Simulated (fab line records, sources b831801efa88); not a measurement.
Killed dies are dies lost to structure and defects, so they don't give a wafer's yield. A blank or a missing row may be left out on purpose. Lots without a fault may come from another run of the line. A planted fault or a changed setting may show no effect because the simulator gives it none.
Problem report in the 8D (eight disciplines) form, filled by code | flow gf180mcu | the parts of the form that need people (team, actions taken, sign-off) are left out

1. THE PROBLEM
VT_IMPLANT_3_TW at GF_VT_IMPLANT_TW_MEAS_32 reads a mean of 245.9 on 6 wafers of 2 lots; wafers without a fault read 269.8 with a standard deviation of 1.8. That is -13 standard deviations from the usual mean.
First seen on wafer L833.3, day 9 21:11, on film_metro-03. The record holds 36 wafers of 12 lots with a number at this step. Rule for "out", or "out of limits": more than 4 standard deviations from the usual mean. The other wafers with a number count as sound.

2. WHAT IT IS AND WHAT IT IS NOT
question                    | is                           | is not
which readings at this step | VT_IMPLANT_3_TW              | -
which lots                  | L833, L834                   | L822, L823, L824, L825, L828, L840, L842, L843, L844, L845
which wafers of those lots  | all that have a number       | -
read on which gauges        | film_metro-03, film_metro-04 | film_metro-01
when                        | from day 9 21:11             | up to then (15 sound wafers); but 15 sound wafers of L840, L842, L843, L844, L845 came after

3. SUSPECTS, AND WHAT RULES EACH OUT
Counting: a tool at a process step up to the reading stays a suspect if it ran every lot that is out and no sound lot after the first of them.
- the gauge at GF_VT_IMPLANT_TW_MEAS_32: ruled out. The wafers that are out were read on 2 gauges (film_metro-03, film_metro-04).
- implanter-03 at GF_VT_IMPLANT_IMPLANT_30: ruled out as a lasting fault. Sound lots L843, L845 ran on it after its first lot that is out, L833 (day 9 20:58).
Left after counting: nothing in the record.

4. THE CAUSE (what the simulator had put in)
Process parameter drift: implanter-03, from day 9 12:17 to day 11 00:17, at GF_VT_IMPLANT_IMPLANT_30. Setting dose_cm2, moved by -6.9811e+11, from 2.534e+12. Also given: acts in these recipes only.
Counting ruled it out, wrongly: the rule takes a fault to strike every lot that its tool runs from its start on, and this one did not.

5. THE CHAIN OF EFFECTS, in route order
Each row: a reading whose mean over the struck wafers that have a number lies more than 3 standard deviations from the usual. Only readings for which the record gives a usual standard deviation are gone through. hours: the time from each lot's start at the first step in this table that gives one to its start at this step, as a median over the lots. sigmas: the change in usual standard deviations.
hours | step                     | reading            | usual      | on struck wafers | change      | sigmas
0     | GF_VT_IMPLANT_IMPLANT_30 | dose_ions_cm2      | 2.5346e+12 | 1.8352e+12       | -6.9935e+11 | -99 or more
0     | GF_VT_IMPLANT_IMPLANT_30 | faraday_current_uA | 14.30      | 10.24            | -4.06       | -14
0     | GF_VT_IMPLANT_TW_MEAS_32 | VT_IMPLANT_3_TW    | 269.8      | 245.9            | -23.9       | -13
The process steps in it:
- GF_VT_IMPLANT_IMPLANT_30

6. WHAT WOULD HAVE CAUGHT IT SOONER
In this record the first reading out of limits at a measuring or inspecting step was taken at day 9 21:11, 9 hours after the fault began at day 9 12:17.
The tool's own readings at GF_VT_IMPLANT_IMPLANT_30 were out on every struck wafer that the step has a row for (dose_ions_cm2, faraday_current_uA): an alarm limit on them would have fired on the first of those.
